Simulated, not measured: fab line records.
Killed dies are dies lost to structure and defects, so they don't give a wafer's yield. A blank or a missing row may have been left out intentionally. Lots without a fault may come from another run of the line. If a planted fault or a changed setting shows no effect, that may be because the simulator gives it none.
fab line records	flow sky130
[record] lots = 11	wafers = 33	lastDay = 50
route steps=708 shown LDD_HVP@288 SPACER@304 POLY_CUT@319 LI_CONTACT@375
lots that met no fault: from a run of the same line without faults
startH: hours from the record's opening day to when the first of the lot's shown wafers began	waitH: how many hours have passed since the lot's step before this one	" same as the row above	L1.1+2: a row that stands for several wafers	- either no value or no given start	* or withheld: withheld	< > ~ a bound
route shown NAME@n: a module of which the file shows steps, and the number in the route of the first	usual: mean/standard deviation of fault-free wafers	same: alike in all rows	chamber/n: place in a boat	sites: per-site readings	_std_site: standard deviation across them	_edge_site: the outer-site mean with the inner-site mean subtracted	radiusMm: how far each site lies from the wafer's centre	mask NAME#n: copy n	behind: the last tool/chamber to shape the wafer	hold: why the lot was held/for how many hours/how that ended	device: which transistor (n, p or np) failed to switch	end of line: the same wafers' tests at the end of the route	a step with no rows: only its recipe	killed: count of dies lost to structure and defects at first sort (not the wafer's yield)	map: shows each die of a wafer: x if killed, . if not, _ if none is there
set.NAME: the run value of the setting; set.NAME@STEP: its run value at that earlier step	model.NAME: the simulator's own value behind a step, which no gauge read
steps of the route over a sample of lots; a table a step, a row a wafer
services: a tool's chamber out of use, with start hour (startH, from the record's first day; less than 0 if before it), hours out, and reason
[[steps]]
[step SKY_LDD_HVP_TW_MEAS_10]
[usual] LDD_HVP_TW = 460/3.5
lot.wafer	tool	chamber	startH	waitH	LDD_HVP_TW
L454.2	filmMetro-02	-	510.78	0.1	462
L454.4	"	-	"	"	455
L454.6	"	-	"	"	458
L455.2	filmMetro-02	-	518.03	0.1	461
L455.4	"	-	"	"	455
L455.5	"	-	"	"	457
L456.1	filmMetro-02	-	527.63	0.1	457
L456.2	"	-	"	"	458
L456.3	"	-	"	"	456
L465.1	filmMetro-03	-	612.52	0.1	463
L465.2	"	-	"	"	460
L465.3	"	-	"	"	463
L466.1	filmMetro-04	-	617.07	0.1	459
L466.4	"	-	"	"	461
L466.6	"	-	"	"	461
L467.1	filmMetro-03	-	620.92	0.1	464
L467.2	"	-	"	"	465
L467.4	"	-	"	"	465
L468.1	filmMetro-02	-	629.72	0.1	458
L468.2	"	-	"	"	461
L468.5	"	-	"	"	456
L469.1	filmMetro-02	-	642.37	0.1	456
L469.2	"	-	"	"	458
L469.3	"	-	"	"	459
L470.2	filmMetro-03	-	649.84	0.1	466
L470.3	"	-	"	"	464
L470.5	"	-	"	"	465
L472.2	filmMetro-03	-	662.38	0.1	465
L472.3	"	-	"	"	465
L472.4	"	-	"	"	465
L474.2	filmMetro-03	-	679.28	0.1	464
L474.3	"	-	"	"	465
L474.5	"	-	"	"	464
[step SKY_SPACER_CVD_00]
[recipe] material = Si3N4	precursor = DCS/NH3	targetThkNm = 43.1	tempC = 770	timeS = 740	pressureMtorr = 250
[usual] spikeTcCentreC = 770.5/1.4	zonePowerUpperPct = 13.0/0.52
lot.wafer	tool	chamber	startH	waitH	spikeTcCentreC	zonePowerUpperPct
L454.2	lpcvd-02	0	542.23	0.0	769.6	12.5
L454.4	"	0	"	"	771.0	12.5
L454.6	"	0	"	"	770.3	12.4
L455.2	lpcvd-02	1	549.79	0.0	771.3	13.5
L455.4	"	1	"	"	771.9	13.4
L455.5	"	1	"	"	771.3	13.6
L456.1	lpcvd-02	0	559.08	0.0	771.4	12.4
L456.2	"	0	"	"	769.6	12.6
L456.3	"	0	"	"	770.2	12.5
L465.1	lpcvd-02	1	643.23	0.0	772.3	13.7
L465.2	"	1	"	"	772.9	13.5
L465.3	"	1	"	"	770.8	13.5
L466.1	lpcvd-02	1	646.44	0.0	771.5	13.5
L466.4	"	1	"	"	773.8	13.8
L466.6	"	1	"	"	771.8	13.7
L467.1	lpcvd-02	0	652.71	1.2	769.2	12.5
L467.2	"	0	"	"	769.7	12.6
L467.4	"	0	"	"	769.0	12.5
L468.1	lpcvd-02	0	659.59	0.0	769.1	12.5
L468.2	"	0	"	"	768.1	12.4
L468.5	"	0	"	"	769.9	12.6
L469.1	lpcvd-02	0	671.79	1.0	771.1	12.4
L469.2	"	0	"	"	769.2	12.4
L469.3	"	0	"	"	770.3	12.7
L470.2	lpcvd-02	1	677.95	0.0	770.9	13.4
L470.3	"	1	"	"	772.0	13.7
L470.5	"	1	"	"	772.5	13.3
L472.2	lpcvd-02	0	691.39	0.9	768.7	12.4
L472.3	"	0	"	"	770.8	12.5
L472.4	"	0	"	"	769.6	12.7
L474.2	lpcvd-02	1	706.73	0.0	771.5	13.5
L474.3	"	1	"	"	771.6	13.8
L474.5	"	1	"	"	770.1	13.4
[step SKY_SPACER_THK_MEAS_01]
[recipe] reads = Si3N4_of_SPACER_CVD_00
[usual] SPACER_CVD_00_THK = 43.1/0.48
lot.wafer	tool	chamber	startH	waitH	SPACER_CVD_00_THK[nm]
L454.2	filmMetro-01	-	543.45	0.0	49.0
L454.4	"	-	"	"	49.2
L454.6	"	-	"	"	49.3
L455.2	filmMetro-02	-	551.00	0.0	49.0
L455.4	"	-	"	"	48.4
L455.5	"	-	"	"	48.8
L456.1	filmMetro-02	-	560.29	0.0	49.4
L456.2	"	-	"	"	49.1
L456.3	"	-	"	"	49.2
L465.1	filmMetro-02	-	644.44	0.0	42.8
L465.2	"	-	"	"	42.9
L465.3	"	-	"	"	42.5
L466.1	filmMetro-02	-	647.65	0.0	42.2
L466.4	"	-	"	"	42.1
L466.6	"	-	"	"	42.4
L467.1	filmMetro-03	-	653.91	0.0	42.5
L467.2	"	-	"	"	42.4
L467.4	"	-	"	"	42.3
L468.1	filmMetro-03	-	660.80	0.0	42.9
L468.2	"	-	"	"	42.9
L468.5	"	-	"	"	43.0
L469.1	filmMetro-01	-	672.99	0.0	42.3
L469.2	"	-	"	"	42.5
L469.3	"	-	"	"	42.4
L470.2	filmMetro-03	-	679.76	0.0	44.0
L470.3	"	-	"	"	43.6
L470.5	"	-	"	"	43.7
L472.2	filmMetro-02	-	692.61	0.0	43.1
L472.3	"	-	"	"	43.6
L472.4	"	-	"	"	43.3
L474.2	filmMetro-03	-	707.95	0.0	43.8
L474.3	"	-	"	"	43.6
L474.5	"	-	"	"	43.7
[step SKY_SPACER_ETCHBACK_02]
[recipe] chemistry = CH3F/O2	target = Si3N4	stopOn = SiO2	sourceW = 400	biasW = 80	pressureMtorr = 25	ch3fFlowSccm = 40	O2_flow_sccm = 30	timeS = 46.7	targetDepthA = 450
[usual] drypumpMotorCurrentA = 5.8/0.36	oesProductAu = 0.854/0.0068	throttleValvePct = 10.563/0.0092
lot.wafer	tool	chamber	startH	waitH	drypumpMotorCurrentA	oesProductAu	rfHoursCounterH	throttleValvePct
L454.2	rieDiel-02	0	543.50	0.0	5.5	0.923	35	10.574
L454.4	"	1	"	"	5.6	0.919	27	10.568
L454.6	"	0	"	"	5.5	0.916	-	10.554
L455.2	rieDiel-01	0	551.05	0.0	5.7	0.913	3	10.567
L455.4	"	0	"	"	5.7	0.912	-	10.579
L455.5	"	1	"	"	5.3	0.920	-	10.584
L456.1	rieDiel-03	3	560.35	0.1	5.7	0.926	4	10.586
L456.2	"	0	"	"	6.6	0.908	5	10.564
L456.3	"	2	"	"	6.0	0.926	18	10.572
L465.1	rieDiel-03	2	644.50	0.1	6.0	0.848	20	10.558
L465.2	"	3	"	"	5.6	0.856	6	10.581
L465.3	"	0	"	"	6.6	0.840	7	10.547
L466.1	rieDiel-01	0	647.71	0.1	5.7	0.847	5	10.556
L466.4	"	2	"	"	6.0	0.850	4	10.568
L466.6	"	0	"	"	5.7	0.850	-	10.561
L467.1	rieDiel-02	2	653.97	0.1	6.4	0.849	5	10.564
L467.2	"	0	"	"	5.5	0.850	38	10.564
L467.4	"	2	"	"	6.4	0.840	-	10.551
L468.1	rieDiel-02	3	660.86	0.1	5.6	0.850	3	10.561
L468.2	"	0	"	"	5.5	0.848	38	10.547
L468.5	"	3	"	"	5.6	0.861	-	10.565
L469.1	rieDiel-02	0	673.05	0.1	5.5	0.842	39	10.561
L469.2	"	1	"	"	5.6	0.845	30	10.568
L469.3	"	3	"	"	5.6	0.853	4	10.565
L470.2	rieDiel-02	1	679.81	0.0	5.6	0.867	30	10.563
L470.3	"	2	"	"	6.5	0.857	6	10.558
L470.5	"	2	"	"	6.4	0.855	-	10.581
L472.2	rieDiel-01	1	692.66	0.0	5.4	0.852	3	10.570
L472.3	"	2	"	"	6.0	0.856	5	10.570
L472.4	"	3	"	"	5.9	0.853	24	10.573
L474.2	rieDiel-01	3	708.00	0.0	5.9	0.859	24	10.555
L474.3	"	2	"	"	6.0	0.864	5	10.576
L474.5	"	2	"	"	6.0	0.854	-	10.568
[step SKY_POLY_CUT_STRIP_12]
[recipe] chemistry = O2/N2	powerW = 1400	pressureMtorr = 1500	platenTempC = withheld	o2FlowSccm = 3000	n2FlowSccm = 300	overashFraction = 0.5
[usual] drypumpMotorCurrentA = 5.95/0.24	oesProductAu = 0.451/0.0048	stripTimeToEndpointS = 5.350/0.016
lot.wafer	tool	chamber	startH	waitH	drypumpMotorCurrentA	oesProductAu	rfHoursCounterH	stripTimeToEndpointS
L454.2	plasmaAsher-02	0	574.13	0.0	5.59	0.455	89	5.344
L454.4	"	1	"	"	6.42	0.451	-	5.331
L454.6	"	1	"	"	6.42	0.454	-	5.333
L455.2	plasmaAsher-02	0	581.48	0.0	5.60	0.446	90	5.363
L455.4	"	0	"	"	5.60	0.445	-	5.365
L455.5	"	1	"	"	6.42	0.450	-	5.345
L456.1	plasmaAsher-01	1	591.13	0.0	5.91	0.454	17	5.326
L456.2	"	0	"	"	6.12	0.446	17	5.347
L456.3	"	0	"	"	6.11	0.450	-	5.333
L465.1	plasmaAsher-01	1	672.17	0.0	5.91	0.452	25	5.345
L465.2	"	0	"	"	6.14	0.451	25	5.342
L465.3	"	0	"	"	6.13	0.447	-	5.330
L466.1	plasmaAsher-02	1	675.62	0.0	6.40	0.452	100	5.313
L466.4	"	1	"	"	6.38	0.445	-	5.352
L466.6	"	0	"	"	5.63	0.448	-	5.355
L467.1	plasmaAsher-01	0	681.98	0.0	6.13	0.454	26	5.361
L467.2	"	1	"	"	5.91	0.455	26	5.362
L467.4	"	0	"	"	6.12	0.459	-	5.351
L468.1	plasmaAsher-01	1	689.07	0.0	5.92	0.450	27	5.331
L468.2	"	0	"	"	6.12	0.455	27	5.360
L468.5	"	1	"	"	5.91	0.447	-	5.349
L469.1	plasmaAsher-04	0	701.62	0.0	5.76	0.452	56	5.320
L469.2	"	1	"	"	5.76	0.450	56	5.351
L469.3	"	1	"	"	5.76	0.447	-	5.364
L470.2	plasmaAsher-01	0	706.77	0.0	6.12	0.453	29	5.334
L470.3	"	1	"	"	5.92	0.450	-	5.337
L470.5	"	1	"	"	5.92	0.453	-	5.347
L472.2	plasmaAsher-02	0	720.33	0.0	5.57	0.448	104	5.329
L472.3	"	0	"	"	5.61	0.463	-	5.345
L472.4	"	1	"	"	6.40	0.452	-	5.325
L474.2	plasmaAsher-01	1	736.38	0.0	5.91	0.452	32	5.358
L474.3	"	1	"	"	5.91	0.451	-	5.360
L474.5	"	0	"	"	6.14	0.451	-	5.361
[step SKY_LI_CONTACT_OVL_MEAS_13]
[usual] LI_CONTACT_OVL = 0/5.4
lot.wafer	tool	chamber	startH	waitH	LI_CONTACT_OVL[nm]
L454.2	overlay-02	-	692.72	0.1	-4
L454.4	"	-	"	"	0
L454.6	"	-	"	"	-2
L455.2	overlay-01	-	698.77	0.1	0
L455.4	"	-	"	"	1
L455.5	"	-	"	"	1
L456.1	overlay-02	-	706.30	0.1	4
L456.2	"	-	"	"	-6
L456.3	"	-	"	"	5
L465.1	overlay-01	-	784.55	0.1	-5
L465.2	"	-	"	"	-3
L465.3	"	-	"	"	-6
L466.1	overlay-01	-	788.35	0.1	2
L466.4	"	-	"	"	-4
L466.6	"	-	"	"	1
L467.1	overlay-01	-	792.90	0.1	2
L467.2	"	-	"	"	-1
L467.4	"	-	"	"	5
L468.1	overlay-01	-	800.97	0.1	4
L468.2	"	-	"	"	11
L468.5	"	-	"	"	6
L469.1	overlay-02	-	811.95	0.1	1
L469.2	"	-	"	"	4
L469.3	"	-	"	"	8
L470.2	overlay-01	-	818.26	0.1	9
L470.3	"	-	"	"	10
L470.5	"	-	"	"	9
L472.2	overlay-02	-	829.31	0.1	5
L472.3	"	-	"	"	4
L472.4	"	-	"	"	2
L474.2	overlay-02	-	844.51	0.1	0
L474.3	"	-	"	"	0
L474.5	"	-	"	"	-3
[[services]]
tool	chamber	startH	hours	kind
rieDiel-01	3	540.02	7.4	repair
rieDiel-03	0	547.43	4.6	repair
rieDiel-01	3	549.03	12.7	repair
rieDiel-02	1	552.40	5.3	repair
rieDiel-02	-	554.03	0.5	repair
rieDiel-03	1	560.17	-	clean
rieDiel-03	1	560.17	18.4	scheduledDown
rieDiel-03	1	560.17	18.4	ventCycle
rieDiel-02	-	561.67	2.8	pm
plasmaAsher-04	-	570.64	15.6	pm
rieDiel-03	-	570.84	0.7	repair
lpcvd-02	-	590.92	2.1	repair
plasmaAsher-02	-	616.29	1.5	repair
rieDiel-01	3	622.41	1.3	repair
rieDiel-01	2	634.11	4.8	repair
rieDiel-02	3	646.63	9.1	repair
plasmaAsher-01	-	648.10	1.1	repair
rieDiel-02	-	652.08	1.7	repair
rieDiel-03	-	675.55	14.6	pm
rieDiel-02	-	689.22	4.0	pm
plasmaAsher-02	-	733.75	9.0	pm
plasmaAsher-02	0	733.75	9.0	ventCycle
plasmaAsher-02	1	733.75	9.0	ventCycle
rieDiel-02	-	734.43	0.1	repair
[[key]]
[firstSign] step = SKY_SPACER_THK_MEAS_01	reading = SPACER_CVD_00_THK	direction = up	sigmas = 13	usual = 43.1	struck = 49.0
[effect] step = SKY_SPACER_ETCHBACK_02	reading = oesProductAu	direction = up	sigmas = 9.4	usual = 0.854	struck = 0.918
metAt SKY_SPACER_CVD_00
struckLots L454,L455,L456
testerLeftOut L454,L455,L456
notActingAt SKY_LDD_HVP_TW_MEAS_10,SKY_POLY_CUT_STRIP_12,SKY_LI_CONTACT_OVL_MEAS_13
[fault] kind = processParameterDrift	tool = lpcvd-02	chamber = -	onsetH = 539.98	steps = SKY_SPACER_CVD_00	channel = targetThkNm	offset = 6.2067	shape = step	endH = 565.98	actsIn = theseRecipesOnly	stated = 43.1
// testerLeftOut: of these lots the tester's yield and bins aren't shown, on N5 and GAA mostly nor the transistor test; their killed dies are dies lost to structure and defects alone, not to doping, threshold or leakage, so they don't give the yield
